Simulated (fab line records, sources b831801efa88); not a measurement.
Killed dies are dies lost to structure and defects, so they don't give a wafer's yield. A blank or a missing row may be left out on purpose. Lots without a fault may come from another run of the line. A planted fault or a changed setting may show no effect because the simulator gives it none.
fab line records | flow sky130
record lots=6 wafers=18 last_day=50
route steps=708 shown METAL2@504 VIA2@507
lots that met no fault: from a run of the same line without faults
start_h: hours from the record's first day to the start of the lot's first wafer shown | wait_h: hours since the lot's step before | " the same as in the row above | L1.1+2: a row that stands for several wafers | - no value, or no start given | * or withheld: withheld | < > ~ a bound
route shown NAME@n: a module of which the file shows steps, and the number in the route of the first | usual: mean/standard deviation of fault-free wafers | same: alike in all rows | chamber/n: place in a boat | sites: the reading at each site | _std_site: their standard deviation | _edge_site: outer sites' mean less inner sites' | radius_mm: how far each site lies from the wafer's centre | mask NAME#n: copy n | behind: the tool/chamber that last shaped the wafer | hold: why the lot was held/for how many hours/how that ended | device: the transistor (n, p or np) that didn't switch | end of line: the same wafers' tests at the end of the route | a step without rows: its recipe alone | killed: dies lost to structure and defects at the first sort, not the wafer's yield | map: a wafer's dies, x killed, . not, _ none there
set.NAME: the setting as run; set.NAME@STEP: as run at that earlier step | model.NAME: the simulator's own value behind a step, which no gauge read
lots at some steps of the route; a table a step, a row a wafer
services: from which hour (start_h, from the record's first day; less than 0 if before it) a tool's chamber was out of use, for how many hours, and why
## steps
# step SKY_METAL2_STRIP_21
# recipe chemistry=post_etch_residue_remover time_s=1200 temp_c=72.5
# step SKY_METAL2_CLEAN_22
# recipe chemistry=IPA time_s=180 temp_c=25
# step SKY_METAL2_CLEAN_23
# recipe chemistry=O3/DIW dry=n2_spin
# step SKY_VIA2_HDPCVD_00
# recipe material=SiO2 target_thk_nm=1180 sigma_open_frac=0.3 time_s=196.7 temp_c=400 sih4_flow_sccm=60 pressure_mtorr=6
# step SKY_VIA2_THK_MEAS_01
# recipe reads=SiO2_of_VIA2_HDPCVD_00
# usual VIA2_HDPCVD_THK=1182/11
# columns lot.wafer tool chamber start_h wait_h VIA2_HDPCVD_THK[nm]
L196.2 film_metro-03 - 848.51 0.1 1206
L196.5 " - " " 1195
L196.6 " - " " 1195
L203.1 film_metro-03 - 899.12 0.1 1188
L203.3 " - " " 1176
L203.6 " - " " 1174
L202.2 film_metro-01 - 900.84 0.1 1188
L202.3 " - " " 1180
L202.5 " - " " 1166
L204.2 film_metro-01 - 902.57 0.1 1166
L204.3 " - " " 1166
L204.6 " - " " 1173
L214.2 film_metro-01 - 989.39 0.1 1179
L214.4 " - " " 1177
L214.5 " - " " 1197
L215.1 film_metro-04 - 996.45 0.1 1172
L215.4 " - " " 1187
L215.5 " - " " 1174
# step SKY_VIA2_CMP_02
# recipe material=SiO2 down_force_psi=4 platen_rpm=60 pad_velocity_m_s=0.94248
# usual motor_current_A=12.0/1.2
# columns lot.wafer tool chamber start_h wait_h motor_current_A
L196.2 cmp-01 2 848.61 0.1 9.8
L196.5 " 1 " " 12.0
L196.6 " 2 " " 10.1
L203.3 cmp-02 1 899.23 0.1 11.7
L203.1 " 2 " " 13.3
L203.6 " 0 " " 10.4
L202.2 cmp-02 3 901.13 0.3 12.8
L202.3 " 1 " " 12.1
L202.5 " 3 " " 12.5
L204.2 cmp-01 3 902.62 0.0 12.9
L204.3 " 2 " " 9.7
L204.6 " 3 " " 12.7
L214.4 cmp-01 1 989.61 0.2 12.6
L214.2 " 0 " " 10.8
L214.5 " 2 " " 10.2
L215.1 cmp-02 1 996.61 0.1 11.9
L215.4 " 2 " " 13.5
L215.5 " 0 " " 10.5
# step SKY_VIA2_BOW_MEAS_03
# recipe mode=bow
# usual VIA2_BOW=86/7
# columns lot.wafer tool chamber start_h wait_h VIA2_BOW[um]
L196.2 film_metro-01 - 848.88 0.2 76
L196.5 " - " " 80
L196.6 " - " " 69
L203.1 film_metro-03 - 899.48 0.1 87
L203.3 " - " " 87
L203.6 " - " " 101
L202.2 film_metro-01 - 901.40 0.2 75
L202.3 " - " " 74
L202.5 " - " " 75
L204.2 film_metro-04 - 902.94 0.3 95
L204.3 " - " " 81
L204.6 " - " " 89
L214.2 film_metro-01 - 989.93 0.1 84
L214.4 " - " " 85
L214.5 " - " " 82
L215.1 film_metro-04 - 996.81 0.1 83
L215.4 " - " " 91
L215.5 " - " " 83
# step SKY_VIA2_DEHYDRATE_04
# recipe temp_c=200 time_s=60
# step SKY_VIA2_HMDS_05
# recipe prime_time_s=60 prime_temp_c=120
# step SKY_VIA2_COAT_06
# recipe resist=BARC temp_c=withheld time_s=withheld spin_rpm=3000 resist_thk_nm=60
# step SKY_VIA2_COAT_07
# recipe resist=KrF-thick spin_rpm=3000 resist_thk_nm=450
# step SKY_VIA2_SOFTBAKE_08
# recipe temp_c=100 time_s=90 resist=KrF-thick
# step SKY_VIA2_EXPOSE_09
# recipe mask_id=VIM2 na=0.8 source_shape=annular sigma_inner=0.55 sigma_outer=0.85 target_cd_nm=200 dose_mj=38
# usual exposure_dose_mJ_cm2=38.01/0.037 focus_offset_nm=0.0/0.52 reticle_temp_C=22.99/0.11
# columns lot.wafer tool chamber start_h wait_h mask exposure_dose_mJ_cm2 focus_offset_nm reticle_temp_C
L196.2 krf_scanner-02 0 862.25 - VIM2#0 38.03 0.5 23.25
L196.5 " 0 " " VIM2#0 38.06 -0.7 23.22
L196.6 " 0 " " VIM2#0 37.97 0.2 23.06
L203.1 krf_scanner-02 0 912.10 - VIM2#0 38.03 0.2 22.86
L203.3 " 0 " " VIM2#0 37.95 0.6 23.13
L203.6 " 0 " " VIM2#0 38.03 -0.2 22.95
L202.2 krf_scanner-01 - 914.13 - VIM2#0 - - -
L202.3 " - " " VIM2#0 - - -
L202.5 " - " " VIM2#0 - - -
L204.2 krf_scanner-02 - 915.92 - VIM2#0 - - -
L204.3 " - " " VIM2#0 - - -
L204.6 " - " " VIM2#0 - - -
L214.2 krf_scanner-02 0 1003.57 - VIM2#0 37.99 0.3 23.06
L214.4 " 0 " " VIM2#0 37.97 -0.1 22.98
L214.5 " 0 " " VIM2#0 37.98 0.7 23.06
L215.1 krf_scanner-02 0 1009.16 - VIM2#0 38.04 0.4 23.04
L215.4 " 0 " " VIM2#0 37.98 0.1 23.02
L215.5 " 0 " " VIM2#0 38.07 0.2 23.02
# step SKY_VIA2_PEB_10
# recipe peb_temp_c=withheld peb_time_s=withheld resist=KrF-thick
## services
# columns tool chamber start_h hours kind
cmp-02 - 831.39 3.8 repair
cmp-02 - 837.04 22.1 repair
krf_scanner-01 - 859.36 0.2 repair
krf_scanner-02 - 883.32 1.5 repair
krf_scanner-02 - 884.85 1.3 pm
cmp-01 - 901.02 0.4 repair
krf_scanner-01 - 910.78 1.3 pm
cmp-01 - 911.82 1.1 repair
cmp-02 - 912.41 4.0 pm
cmp-01 - 916.41 6.4 pm
cmp-02 - 916.41 - consumable_replace:conditioner
cmp-02 - 916.41 - consumable_replace:pad
krf_scanner-01 - 923.67 0.8 pm
krf_scanner-02 - 924.83 0.8 pm
krf_scanner-01 - 927.64 0.6 repair
krf_scanner-02 - 951.99 1.0 pm
krf_scanner-01 - 958.76 1.0 pm
cmp-01 - 981.64 1.1 repair
cmp-02 - 1006.37 0.3 repair
## key
first_sign step=SKY_VIA2_EXPOSE_09 reading=tool_record direction=missing
effect none on later readings
met_at SKY_VIA2_EXPOSE_09
struck_wafers L202.2,L202.3,L202.5,L204.2,L204.3,L204.6
later_rows_left_out L202.2,L202.3,L202.5,L204.2,L204.3,L204.6
sort_left_out L202.2,L202.3,L202.5,L204.2,L204.3,L204.6
onset_between 912.10 914.13
fault kind=skipped_step_whole tool=krf_scanner-01,krf_scanner-02 chamber=- onset_h=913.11 steps=SKY_VIA2_EXPOSE_09 scope=struck_lots_only
# sort_left_out: the simulated sort isn't trusted on such a fault, so these wafers' sort isn't shown, and their yield isn't known
# later_rows_left_out: the simulator's readings of these wafers behind a module that went badly wrong aren't trusted and aren't shown, but for the sort
